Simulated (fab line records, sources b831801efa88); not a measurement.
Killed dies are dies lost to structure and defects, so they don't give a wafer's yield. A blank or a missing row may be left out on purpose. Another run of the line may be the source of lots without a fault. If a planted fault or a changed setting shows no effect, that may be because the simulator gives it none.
fab line records	flow sky130
[record] lots = 6	wafers = 18	last-day = 50
route steps=708 shown POLY_GATE@219 PAD_OPEN@708
lots that met no fault: from a run of the same line without faults
start-h: hours from the record's first day to the start of the lot's first wafer shown	wait-h: hours since the lot's step before	" as in the row above	L1.1+2: one row covering several wafers at once	- no value, or no start was given	* or withheld: withheld	< > ~ a bound
route shown NAME@n: NAME is a module with steps in the file, n the number in the route of the first one	usual: mean/standard deviation of fault-free wafers	same: alike in all rows	chamber/n: place in a boat	sites: each site's reading	_std_site: standard deviation across them	_edge_site: the outer-site mean with the inner-site mean subtracted	radius-mm: how far each site lies from the wafer's centre	mask NAME#n: copy n	behind: the tool/chamber that last shaped the wafer	hold: reason for holding the lot/hours on hold/outcome of the hold	device: names the non-switching transistor (n, p or np)	end of line: at the end of the route, the tests of the same wafers	step lacking rows: just its recipe	killed: the dies lost at the first sort to structure and to defects; this is not the yield of the wafer	map: dies across one wafer; x = killed, . = not, _ = none there
set.NAME: the setting as run; set.NAME@STEP: as run at that earlier step	model.NAME: the simulator's own value behind a step, which no gauge read
lots at some steps of the route; a table a step, a row a wafer
services: when a tool's chamber went out of use (start-h, in hours from the record's first day, below 0 if earlier), for how many hours, and the reason
[[steps]]
[step SKY_POLY_GATE_DEHYDRATE_05]
[recipe] temp-c = 200	time-s = 60
[step SKY_POLY_GATE_HMDS_06]
[recipe] prime-time-s = 60	prime-temp-c = 120
[step SKY_POLY_GATE_COAT_07]
[recipe] resist = BARC	temp-c = withheld	time-s = withheld	spin-rpm = 3000	resist-thk-nm = 110
[step SKY_POLY_GATE_COAT_08]
[recipe] resist = KrF-thick	spin-rpm = 3000	resist-thk-nm = 450
[step SKY_POLY_GATE_SOFTBAKE_09]
[recipe] temp-c = 100	time-s = 92.93	resist = KrF-thick
[usual] plate-sensor-t-centre-C = 100.88/0.011	plate-sensor-t-edge-C = 100.95/0.011
lot.wafer	tool	chamber	start-h	wait-h	plate-sensor-t-centre-C	plate-sensor-t-edge-C
L996.2	litho-track-03	0	-	-	100.87	100.96
L996.4	"	0	"	"	100.87	100.97
L996.6	"	0	"	"	100.88	100.96
L103.3	litho-track-04	0	-	-	100.88	100.96
L103.4	"	0	"	"	100.87	100.95
L103.5	"	0	"	"	100.87	100.96
L102.1	litho-track-02	0	-	-	100.88	100.96
L102.3	"	0	"	"	100.89	100.94
L102.6	"	0	"	"	100.88	100.96
L105.2	litho-track-02	0	-	-	100.87	100.97
L105.3	"	0	"	"	100.88	100.97
L105.5	"	0	"	"	100.89	100.98
L104.2	litho-track-03	0	-	-	100.89	100.95
L104.3	"	0	"	"	100.86	100.95
L104.5	"	0	"	"	100.88	100.97
L116.1	litho-track-03	0	-	-	100.88	100.96
L116.3	"	0	"	"	100.87	100.97
L116.6	"	0	"	"	100.89	100.98
[step SKY_POLY_GATE_EXPOSE_10]
[recipe] mask-id = P1M	na = 0.68	source-shape = conventional	sigma-outer = 0.6	target-cd-nm = 150	dose-mj = 28
[step SKY_POLY_GATE_PEB_11]
[recipe] peb-temp-c = withheld	peb-time-s = withheld	resist = KrF-thick
[step SKY_POLY_GATE_DEVELOP_12]
[recipe] develop-time-s = 60	resist = KrF-thick	dev-temp-c = 21
[step SKY_POLY_GATE_CD_MEAS_13]
[recipe] target-cd-nm = 150
[usual] cd-nm = 149.3/1.5
lot.wafer	tool	chamber	start-h	wait-h	cd-nm
L996.2	cd-sem-02	-	402.93	-	148.0
L996.4	"	-	"	"	149.5
L996.6	"	-	"	"	148.9
L103.3	cd-sem-02	-	427.02	-	152.6
L103.4	"	-	"	"	151.3
L103.5	"	-	"	"	152.3
L102.1	cd-sem-01	-	427.33	-	148.6
L102.3	"	-	"	"	148.1
L102.6	"	-	"	"	148.6
L105.2	cd-sem-01	-	448.28	-	150.9
L105.3	"	-	"	"	151.1
L105.5	"	-	"	"	150.4
L104.2	cd-sem-02	-	450.69	-	148.9
L104.3	"	-	"	"	147.7
L104.5	"	-	"	"	147.8
L116.1	cd-sem-02	-	557.73	-	150.2
L116.3	"	-	"	"	150.8
L116.6	"	-	"	"	152.6
[step SKY_POLY_GATE_OVL_MEAS_14]
[usual] POLY_GATE_OVL = -7/5.7
lot.wafer	tool	chamber	start-h	wait-h	POLY_GATE_OVL[nm]
L996.2	overlay-02	-	403.04	0.1	0
L996.4	"	-	"	"	-8
L996.6	"	-	"	"	-3
L103.3	overlay-01	-	427.11	0.1	-7
L103.4	"	-	"	"	-17
L103.5	"	-	"	"	-11
L102.1	overlay-02	-	427.45	0.1	-7
L102.3	"	-	"	"	5
L102.6	"	-	"	"	-9
L105.2	overlay-02	-	448.39	0.1	-15
L105.3	"	-	"	"	-12
L105.5	"	-	"	"	-3
L104.2	overlay-01	-	450.79	0.1	-11
L104.3	"	-	"	"	-16
L104.5	"	-	"	"	-15
L116.1	overlay-02	-	557.85	0.1	-9
L116.3	"	-	"	"	-4
L116.6	"	-	"	"	-4
[step SKY_POLY_GATE_ETCH_15]
[recipe] chemistry = N2/H2	target = BARC	ion-energy-ev = 200	source-w = 500	bias-w = 100	pressure-mtorr = 30	n2-flow-sccm = 100	h2-flow-sccm = 200	stop-on = SiO2	time-s = 118.5	target-depth-a = 1100
[usual] drypump-motor-current-A = 5.9/0.4	oes-product-au = 0.716/0.0046	rf-fwd-power-W = 496.9/1.5	throttle-valve-pct = 13.212/0.0097
lot.wafer	tool	chamber	start-h	wait-h	drypump-motor-current-A	oes-product-au	rf-fwd-power-W	rf-hours-counter-h	throttle-valve-pct
L996.2	rie-diel-02	2	403.07	0.0	4.9	0.709	497.1	111	13.222
L996.4	"	1	"	"	6.7	0.716	497.9	88	13.210
L996.6	"	0	"	"	6.2	0.717	500.5	-	13.216
L103.3	rie-diel-02	3	427.14	0.0	6.3	0.715	497.4	52	13.227
L103.4	"	3	"	"	6.3	0.719	495.4	-	13.204
L103.5	"	0	"	"	6.2	0.718	497.9	-	13.191
L102.1	rie-diel-01	3	427.49	0.0	6.0	0.717	497.9	32	13.215
L102.3	"	0	"	"	6.2	0.710	496.9	15	13.219
L102.6	"	2	"	"	5.7	0.711	496.0	-	13.217
L105.2	rie-diel-01	0	448.42	0.0	6.2	0.721	493.7	15	13.227
L105.3	"	3	"	"	5.9	0.711	498.6	32	13.200
L105.5	"	0	"	"	6.2	0.714	494.7	-	13.214
L104.2	rie-diel-04	2	450.82	0.0	6.3	0.719	495.1	43	13.203
L104.3	"	3	"	"	5.7	0.712	498.6	4	13.217
L104.5	"	3	"	"	5.7	0.716	498.5	-	13.221
L116.1	rie-diel-01	1	557.89	0.0	5.6	0.712	497.1	7	13.213
L116.3	"	3	"	"	5.9	0.720	497.7	34	13.201
L116.6	"	2	"	"	5.7	0.719	495.6	-	13.197
[step SKY_POLY_GATE_ETCH_16]
[recipe] stop-on = poly-Si	chemistry = CH3F/O2	target = Si3N4	source-w = 400	bias-w = 80	pressure-mtorr = 25	ch3f-flow-sccm = 40	O2_flow_sccm = 30	time-s = 147.5	target-depth-a = 750
[usual] drypump-motor-current-A = 5.9/0.4	oes-product-au = 0.640/0.0053	rf-fwd-power-W = 398.2/1.5	throttle-valve-pct = 10.535/0.0091
lot.wafer	tool	chamber	start-h	wait-h	drypump-motor-current-A	oes-product-au	rf-fwd-power-W	rf-hours-counter-h	throttle-valve-pct
L996.2	rie-diel-02	2	403.15	0.0	4.9	0.647	397.0	111	10.548
L996.4	"	1	"	"	6.8	0.647	396.6	88	10.543
L996.6	"	0	"	"	6.2	0.651	398.4	-	10.547
L103.3	rie-diel-02	3	427.22	0.0	6.3	0.643	398.9	53	10.548
L103.4	"	3	"	"	6.3	0.645	400.3	-	10.541
L103.5	"	0	"	"	6.1	0.641	397.5	-	10.537
L102.1	rie-diel-01	3	427.57	0.0	5.9	0.635	397.1	32	10.533
L102.3	"	0	"	"	6.2	0.638	398.4	15	10.533
L102.6	"	2	"	"	5.7	0.640	397.2	-	10.534
L105.2	rie-diel-01	0	448.50	0.0	6.2	0.649	396.9	15	10.531
L105.3	"	3	"	"	5.9	0.648	400.3	32	10.528
L105.5	"	0	"	"	6.3	0.648	398.3	-	10.520
L104.2	rie-diel-04	2	450.91	0.0	6.3	0.644	399.3	43	10.545
L104.3	"	3	"	"	5.7	0.648	399.1	4	10.530
L104.5	"	3	"	"	5.7	0.643	397.3	-	10.546
L116.1	rie-diel-01	1	557.97	0.0	5.6	0.635	394.1	7	10.524
L116.3	"	3	"	"	5.9	0.638	401.2	34	10.542
L116.6	"	2	"	"	5.7	0.644	397.3	-	10.550
[step SKY_POLY_GATE_ETCH_17]
[recipe] target-depth-nm = 180	stop-on = SiO2	over-etch-frac = 0.56667	chemistry = HBr/Cl2	target = poly-Si	icp-w = 400	bias-w = 100	pressure-mtorr = 10	HBr_flow_sccm = 150	Cl2_flow_sccm = 50	time-s = 70.5
[usual] drypump-motor-current-A = 5.8/0.51	mfc-cl2-sccm = 49.99/0.14	oes-product-au = 0.985/0.0074	rf-fwd-power-W = 397.1/1.3	throttle-valve-pct = 33.684/0.0094
lot.wafer	tool	chamber	start-h	wait-h	drypump-motor-current-A	mfc-cl2-sccm	oes-product-au	rf-fwd-power-W	rf-hours-counter-h	throttle-valve-pct	model.KrF-thick_of_POLY_GATE_COAT_08.thk-nm	model.POLY_GATE.feature-depth-nm	model.etch.depth-nm
L996.2	rie-si-02	2	403.25	0.0	5.5	50.09	0.983	395.1	0	33.679	145.4	176.9	176.9
L996.4	"	1	"	"	5.9	50.18	0.996	395.5	57	33.685	137.4	180.3	180.3
L996.6	"	2	"	"	5.4	50.00	0.975	396.7	-	33.696	150.2	176.7	176.7
L103.3	rie-si-01	3	427.32	0.0	6.8	49.99	0.988	400.3	43	33.699	137.7	180.1	180.1
L103.4	"	0	"	"	5.0	49.92	0.988	395.7	0	33.682	137.8	179.3	179.3
L103.5	"	1	"	"	5.5	50.00	0.987	395.3	-	33.690	143.7	179.5	179.5
L102.1	rie-si-02	2	427.67	0.0	5.5	50.08	0.995	459.0	0	33.686	132.8	180.9	180.7
L102.3	"	0	"	"	5.9	50.22	0.996	462.8	68	33.681	134.3	180.2	180
L102.6	"	3	"	"	5.4	49.82	0.995	458.6	-	33.692	129.8	180.6	180.4
L105.2	rie-si-01	0	448.60	0.0	5.0	50.07	0.981	398.1	0	33.682	142.7	175.8	175.8
L105.3	"	3	"	"	6.7	49.92	0.985	397.0	43	33.701	136.2	176.6	176.6
L105.5	"	2	"	"	6.4	50.00	0.977	398.8	-	33.678	142.2	177.2	177.2
L104.2	rie-si-02	1	451.01	0.0	5.9	50.10	0.992	460.5	57	33.684	130.9	178.7	178.5
L104.3	"	2	"	"	5.4	49.97	0.986	458.3	1	33.684	136.9	178.2	178
L104.5	"	2	"	"	5.5	49.98	0.987	457.5	-	33.698	138.7	177.7	177.6
L116.1	rie-si-01	0	558.07	0.0	5.0	49.82	0.989	397.6	1	33.680	137	179.1	179.1
L116.3	"	1	"	"	5.5	49.83	0.979	398.0	40	33.683	139.5	179.3	179.3
L116.6	"	0	"	"	5.0	50.02	0.986	398.3	-	33.681	137.2	178.7	178.7
[step SKY_POLY_GATE_STRIP_18]
[recipe] chemistry = O2/N2	power-w = 1400	pressure-mtorr = 1500	platen-temp-c = withheld	o2-flow-sccm = 3000	n2-flow-sccm = 300	overash-fraction = 0.5
[usual] drypump-motor-current-A = 5.7/0.34	o2-flow-sccm = 3001/8.3	oes-product-au = 0.361/0.0045	strip-time-to-endpoint-s = 3.17/0.036
lot.wafer	tool	chamber	start-h	wait-h	drypump-motor-current-A	o2-flow-sccm	oes-product-au	rf-hours-counter-h	strip-time-to-endpoint-s
L996.2	plasma-asher-03	1	403.31	0.0	5.3	2997	0.361	26	3.24
L996.4	"	1	"	"	5.3	2990	0.363	-	3.14
L996.6	"	1	"	"	5.3	2999	0.362	-	3.28
L103.3	plasma-asher-04	0	427.41	0.1	5.6	3002	0.356	-	3.13
L103.4	"	1	"	"	6.0	3003	0.367	-	3.15
L103.5	"	0	"	"	5.6	3011	0.357	-	3.22
L102.1	plasma-asher-03	1	427.72	0.0	5.3	3006	0.369	28	3.09
L102.3	"	0	"	"	6.0	3001	0.357	-	3.10
L102.6	"	1	"	"	5.3	3003	0.347	-	3.05
L105.2	plasma-asher-04	1	448.73	0.1	6.0	3014	0.367	77	3.19
L105.3	"	1	"	"	6.0	3004	0.365	-	3.11
L105.5	"	0	"	"	5.6	3005	0.358	-	3.19
L104.2	plasma-asher-03	0	451.06	0.0	6.0	3007	0.354	30	3.07
L104.3	"	0	"	"	6.0	2997	0.362	-	3.12
L104.5	"	0	"	"	6.0	2991	0.356	-	3.14
L116.1	plasma-asher-03	1	558.12	0.0	5.3	2999	0.361	41	3.13
L116.3	"	1	"	"	5.3	2981	0.360	-	3.17
L116.6	"	1	"	"	5.3	2994	0.363	-	3.13
[step SKY_PAD_OPEN_PROBE_99]
[usual] killed_at_M0_to_M3 = 42/6.6	killed_at_M4_up = 3.0/1.7	killed-at-contacts = 24/5.3	killed-at-front-end = 15/4.5	killed-at-other = 0.2/0.49	killed-dies = 83/9	killed-open = 45/6.9	killed-short = 38/5.8
[same] gross-dies = 492	killed-at-back-side = 0
lot.wafer	tool	chamber	start-h	wait-h	killed_at_M0_to_M3	killed_at_M4_up	killed-at-contacts	killed-at-front-end	killed-at-other	killed-dies	killed-open	killed-short
L116.1	prober-01	-	1196.87	0.1	48	2	26	22	0	98	62	36
L116.3	prober-01	-	1196.97	0.2	43	3	12	13	0	71	41	30
L116.6	prober-01	-	1197.12	0.2	39	1	21	12	0	73	43	30
// killed by level:class
L116.1 VIA1:geometric-particle:open=15 CONTACT:geometric-particle:open=9 VIA2:geometric-particle:open=9 FIELD_ISO:geometric-particle:short=7 POLY_GATE:geometric-particle:open=6 CONTACT:geometric-particle:short=6 LI_CONTACT:geometric-particle:open=6 VIA3:geometric-particle:open=5
L116.3 VIA1:geometric-particle:open=9 VIA3:geometric-particle:open=7 CONTACT:geometric-particle:open=6 VIA2:geometric-particle:open=6 METAL1:geometric-particle:short=5 POLY_GATE:geometric-particle:open=4 FIELD_ISO:geometric-particle:short=3 METAL1:geometric-particle:open=3
L116.6 VIA1:geometric-particle:open=9 CONTACT:geometric-particle:open=8 VIA2:geometric-particle:open=7 VIA1:geometric-particle:short=6 LI_CONTACT:geometric-particle:short=5 FIELD_ISO:geometric-particle:open=4 VIA3:geometric-particle:open=4 VIA2:geometric-particle:short=4
[[services]]
tool	chamber	start-h	hours	kind
rie-si-02	-	365.51	28.1	pm
plasma-asher-04	-	371.99	1.5	repair
rie-diel-02	2	380.23	3.6	repair
rie-diel-04	3	386.34	8.9	repair
rie-si-01	-	388.85	0.2	repair
rie-diel-02	3	389.88	11.8	repair
rie-si-01	0	392.19	-	clean
rie-si-01	1	399.60	2.6	repair
rie-diel-02	2	405.36	-	clean
rie-diel-02	2	405.36	22.8	scheduled-down
rie-diel-02	2	405.36	22.8	vent-cycle
plasma-asher-04	-	421.81	2.0	repair
rie-diel-02	3	437.05	1.4	repair
rie-diel-04	2	443.44	5.8	repair
rie-diel-04	0	461.20	12.0	repair
plasma-asher-04	-	494.87	1.0	repair
rie-diel-01	2	500.63	9.8	repair
rie-diel-02	3	518.05	5.6	repair
rie-diel-02	1	523.61	-	clean
rie-diel-02	1	523.61	21.1	scheduled-down
rie-diel-02	1	523.61	21.1	vent-cycle
rie-si-01	3	539.37	115.1	repair
rie-diel-02	2	543.98	3.5	repair
rie-diel-04	0	550.24	1.2	repair
[[key]]
[first-sign] step = SKY_POLY_GATE_ETCH_17	reading = rf-fwd-power-W	direction = up	sigmas = 46	usual = 397.1	struck = 459.4
effect none on later readings
[model-effect] step = SKY_POLY_GATE_ETCH_17	value = KrF-thick_of_POLY_GATE_COAT_08.thk-nm	without = 140	struck = 133.9
met-at SKY_POLY_GATE_ETCH_17
struck-wafers L102.1,L102.3,L102.6,L104.2,L104.3,L104.5
tester-left-out L102,L104
onset-between 403.25 427.67
[fault] kind = process-parameter-drift	tool = rie-si-02	chamber = -	onset-h = 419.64	steps = SKY_POLY_GATE_ETCH_17	channel = icp-w	offset = 64	shape = step	end-h = 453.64	acts-in = these-recipes-only	stated = 400
// tester-left-out: of these lots the tester's yield and bins aren't shown, on N5 and GAA mostly nor the transistor test; their killed dies are dies lost to structure and defects alone, not to doping, threshold or leakage, so they don't give the yield
